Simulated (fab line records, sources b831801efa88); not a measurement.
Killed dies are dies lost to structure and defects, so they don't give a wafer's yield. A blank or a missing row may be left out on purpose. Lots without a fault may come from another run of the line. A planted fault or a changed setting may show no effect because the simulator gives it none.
Which tool did it? | flow sky130 | 12 lots, 33 wafers sampled, at 6 steps of a route of 708

WHAT THE GAUGES READ, wafer by wafer
SKY_CONTACT_CD_MEAS_14: target cd 170 nm.
lot  | measured     | on        | cd_nm (nm)
L948 | day 32 08:21 | cd_sem-01 | 168.5 168.1 168.8
L950 | day 32 16:46 | cd_sem-01 | 168.8 170.3 168.6
L951 | day 33 03:27 | cd_sem-02 | 169.4 169.5 169.7
L953 | day 33 13:46 | cd_sem-01 | 168.3 167.5 167.8
L954 | day 33 20:11 | cd_sem-02 | 172.1 171.8
L957 | day 34 18:42 | cd_sem-02 | 170.1 170.3 170.9
L956 | day 34 20:13 | cd_sem-01 | 171.9 171.2
L961 | day 36 10:10 | cd_sem-02 | 171.8 170.5 169.8
L962 | day 36 17:06 | cd_sem-02 | 170.1 170.6 170.1
L966 | day 37 19:40 | cd_sem-01 | 171.8 170.9 169.9
L967 | day 38 06:07 | cd_sem-02 | 168.9 171.6 170.0
L971 | day 38 20:08 | cd_sem-02 | 168.6 169.2

SKY_METAL1_THK_MEAS_06: measures by xrf.
lot  | measured     | on            | METAL1_ALCU_THK (nm)
L948 | day 32 10:09 | film_metro-03 | 239 242 243
L950 | day 32 18:33 | film_metro-04 | 240 241 242
L951 | day 33 05:13 | film_metro-02 | 245 245 245
L953 | day 33 15:36 | film_metro-04 | 249 246 249
L954 | day 33 21:58 | film_metro-03 | 232 236
L957 | day 34 20:38 | film_metro-04 | 246 249 243
L956 | day 34 22:06 | film_metro-02 | 247 248
L966 | day 37 21:29 | film_metro-04 | 245 243 244
L967 | day 38 07:57 | film_metro-03 | 239 238 239
L971 | day 38 21:55 | film_metro-04 | 243 236

WHICH TOOL RAN EACH LOT (tool, then ch and the chambers of the sampled wafers, then the start)
lot  | SKY_CONTACT_ETCH_17                | SKY_CONTACT_ETCH_18                           | SKY_CONTACT_STRIP_19                 | SKY_METAL1_SPUTTER_01
L948 | rie_diel-03 ch 2,3, day 32 08:33   | rie_diel-03 ch 2,3, day 32 08:38 or earlier   | plasma_asher-04 ch 0, day 32 08:38   | pvd_sputter-02, day 32 09:55
L950 | rie_diel-03 ch 1,3, day 32 16:58   | rie_diel-03 ch 1,3, day 32 17:03 or earlier   | plasma_asher-01 ch 0,1, day 32 17:03 | pvd_sputter-02, day 32 18:19
L951 | rie_diel-04 ch 1,2, day 33 03:37   | rie_diel-04 ch 1,2, day 33 03:44 or earlier   | plasma_asher-01 ch 0,1, day 33 03:44 | pvd_sputter-04, day 33 04:58
L953 | rie_diel-03 ch 1,2, day 33 13:58   | rie_diel-03 ch 1,2, day 33 14:03 or earlier   | plasma_asher-04 ch 1, day 33 14:03   | pvd_sputter-04, day 33 15:22
L954 | rie_diel-03 ch 0,1, day 33 20:22   | rie_diel-03 ch 0,1, day 33 20:27 or earlier   | plasma_asher-02 ch 0,1, day 33 20:27 | pvd_sputter-02, day 33 21:43
L957 | rie_diel-04 ch 0,1,3, day 34 18:54 | rie_diel-04 ch 0,1,3, day 34 18:59 or earlier | plasma_asher-02 ch 0,1, day 34 18:59 | pvd_sputter-02, day 34 20:25
L956 | rie_diel-03 ch 1, day 34 20:25     | rie_diel-03 ch 1, day 34 20:30 or earlier     | plasma_asher-02 ch 0, day 34 20:30   | pvd_sputter-04, day 34 21:52
L961 | rie_diel-03 ch 0,1,2, day 36 10:22 | rie_diel-03 ch 0,1,2, day 36 10:27 or earlier | plasma_asher-01 ch 0,1, day 36 10:27 | -
L962 | rie_diel-03 ch 1,3, day 36 17:17   | rie_diel-03 ch 1,3, day 36 17:22 or earlier   | plasma_asher-04 ch 0,1, day 36 17:22 | -
L966 | rie_diel-02 ch 0,1,3, day 37 19:52 | rie_diel-02 ch 0,1,3, day 37 19:57 or earlier | plasma_asher-04 ch 0,1, day 37 19:57 | pvd_sputter-04, day 37 21:15
L967 | rie_diel-04 ch 0,2, day 38 06:18   | rie_diel-04 ch 0,2, day 38 06:23 or earlier   | plasma_asher-04 ch 0,1, day 38 06:23 | pvd_sputter-03, day 38 07:42
L971 | rie_diel-02 ch 2, day 38 20:18     | rie_diel-02 ch 2, day 38 20:25 or earlier     | plasma_asher-02 ch 0, day 38 20:25   | pvd_sputter-03, day 38 21:39
- SKY_CONTACT_ETCH_17: etches SiO2 in C4F8/O2/Ar, stops on Si3N4, target depth 340 nm.
- SKY_CONTACT_ETCH_18: etches Si3N4 in CHF3/O2, stops on TiN, time 39 s, target depth 75 nm.
- SKY_CONTACT_STRIP_19: strips in O2/N2.
- SKY_METAL1_SPUTTER_01: material TiN, target thk 20 nm, time 16.7 s.

WHAT THE TOOLS THEMSELVES READ (means of the sampled wafers that have a number; where no wafer has one, the mark that the record gives instead)
SKY_CONTACT_ETCH_17.
lot  | tool        | bias_w (W) | chamber_pressure_mTorr (mTorr) | oes_product_au (a.u.)
L948 | rie_diel-03 | 1205       | 40.01                          | 0.892
L950 | rie_diel-03 | 1201       | 40.00                          | 0.890
L951 | rie_diel-04 | 1197       | 40.01                          | 0.893
L953 | rie_diel-03 | 1200       | 40.00                          | 0.895
L954 | rie_diel-03 | 1204       | 40.02                          | 0.889
L957 | rie_diel-04 | 1195       | 39.97                          | 0.891
L956 | rie_diel-03 | 1203       | 40.00                          | 0.903
L961 | rie_diel-03 | -          | -                              | -
L962 | rie_diel-03 | -          | -                              | -
L966 | rie_diel-02 | 1197       | 40.02                          | 0.893
L967 | rie_diel-04 | 1205       | 40.02                          | 0.892
L971 | rie_diel-02 | 1201       | 40.02                          | 0.889

SKY_CONTACT_ETCH_18.
lot  | tool        | O2_flow_sccm (sccm) | bias_w (W) | drypump_motor_current_A (A) | oes_product_au (a.u.) | throttle_valve_pct (%)
L948 | rie_diel-03 | 5.012               | 199.7      | 5.8                         | 0.856                 | 8.790
L950 | rie_diel-03 | 5.006               | 200.0      | 6.0                         | 0.849                 | 8.793
L951 | rie_diel-04 | 4.997               | 200.4      | 6.3                         | 0.860                 | 8.791
L953 | rie_diel-03 | 4.994               | 200.1      | 5.5                         | 0.856                 | 8.797
L954 | rie_diel-03 | 5.015               | 199.9      | 5.5                         | 0.856                 | 8.770
L957 | rie_diel-04 | 5.006               | 199.1      | 5.9                         | 0.849                 | 8.786
L956 | rie_diel-03 | 4.986               | 200.2      | 6.0                         | 0.863                 | 8.798
L961 | rie_diel-03 | 5.016               | 200.2      | 5.4                         | 0.374                 | 8.677
L962 | rie_diel-03 | 5.009               | 199.9      | 6.1                         | 0.378                 | 8.675
L966 | rie_diel-02 | 5.001               | 200.0      | 5.5                         | 0.854                 | 8.794
L967 | rie_diel-04 | 4.996               | 199.1      | 6.1                         | 0.859                 | 8.795
L971 | rie_diel-02 | 4.999               | 199.8      | 4.8                         | 0.863                 | 8.793

SKY_CONTACT_STRIP_19.
lot  | tool            | drypump_motor_current_A (A) | oes_product_au (a.u.) | strip_time_to_endpoint_s (s)
L948 | plasma_asher-04 | 5.1                         | 0.381                 | 3.657
L950 | plasma_asher-01 | 5.6                         | 0.381                 | 3.644
L951 | plasma_asher-01 | 5.7                         | 0.381                 | 3.617
L953 | plasma_asher-04 | 6.4                         | 0.381                 | 3.635
L954 | plasma_asher-02 | 6.2                         | 0.377                 | 3.610
L957 | plasma_asher-02 | 6.4                         | 0.379                 | 3.618
L956 | plasma_asher-02 | 6.0                         | 0.382                 | 3.629
L961 | plasma_asher-01 | 5.6                         | 0.411                 | 4.305
L962 | plasma_asher-04 | 6.0                         | 0.411                 | 4.330
L966 | plasma_asher-04 | 5.5                         | 0.378                 | 3.643
L967 | plasma_asher-04 | 5.6                         | 0.383                 | 3.632
L971 | plasma_asher-02 | 6.0                         | 0.385                 | 3.668

SKY_METAL1_SPUTTER_01.
lot  | tool           | throttle_valve_pct (%)
L948 | pvd_sputter-02 | 29.6
L950 | pvd_sputter-02 | 29.6
L951 | pvd_sputter-04 | 29.4
L953 | pvd_sputter-04 | 31.9
L954 | pvd_sputter-02 | 29.5
L957 | pvd_sputter-02 | 29.4
L956 | pvd_sputter-04 | 31.6
L966 | pvd_sputter-04 | 30.5
L967 | pvd_sputter-03 | 28.6
L971 | pvd_sputter-03 | 30.0

THE ANSWER, worked out from the rows above alone
Rule: what is usual is taken from the lots themselves. Put in order of their means at a reading, lots are off if they are a third of the lots or fewer, leave a main group of 4 or more, and stand apart from it by a gap of 3 or more times the standard deviation of the main group's means; of several such gaps the widest counts. A main group whose means are all the same, to the digits that the tables above print for the reading, isn't used. A lot without any number at a reading at which 4 lots or more have one is off too. The other lots that the step has rows for count as sound. The gauges are gone through in route order, then the tools' own readings, and for those a lot's mean is taken as printed above. The first step at which some lot is off is used, and at that step the reading that is off furthest; a lot without a number counts as furthest.
Off: L961, L962, at SKY_CONTACT_ETCH_17 (bias_w). Without a number there: L961, L962. The main group: mean 1201 W, standard deviation 3.4.
A tool fits if, at that step or a process step before it, it ran every lot that is off, and no sound lot after the first of them. One fits: rie_diel-03 at SKY_CONTACT_ETCH_17. Its last sound lot is L956 (day 34 20:25), its first lot that is off L961 (day 36 10:22): a fault that began between those two fits.
Blank at SKY_CONTACT_ETCH_17 on the lots that are off, where sound lots have numbers: bias_w, chamber_pressure_mTorr, oes_product_au.

WHAT THE SIMULATOR HAD PUT IN
Skipped step whole: rie_diel-03, from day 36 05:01 on, at SKY_CONTACT_ETCH_17. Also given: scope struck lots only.
Lots struck among those shown: L961, L962. The rule above found the same.
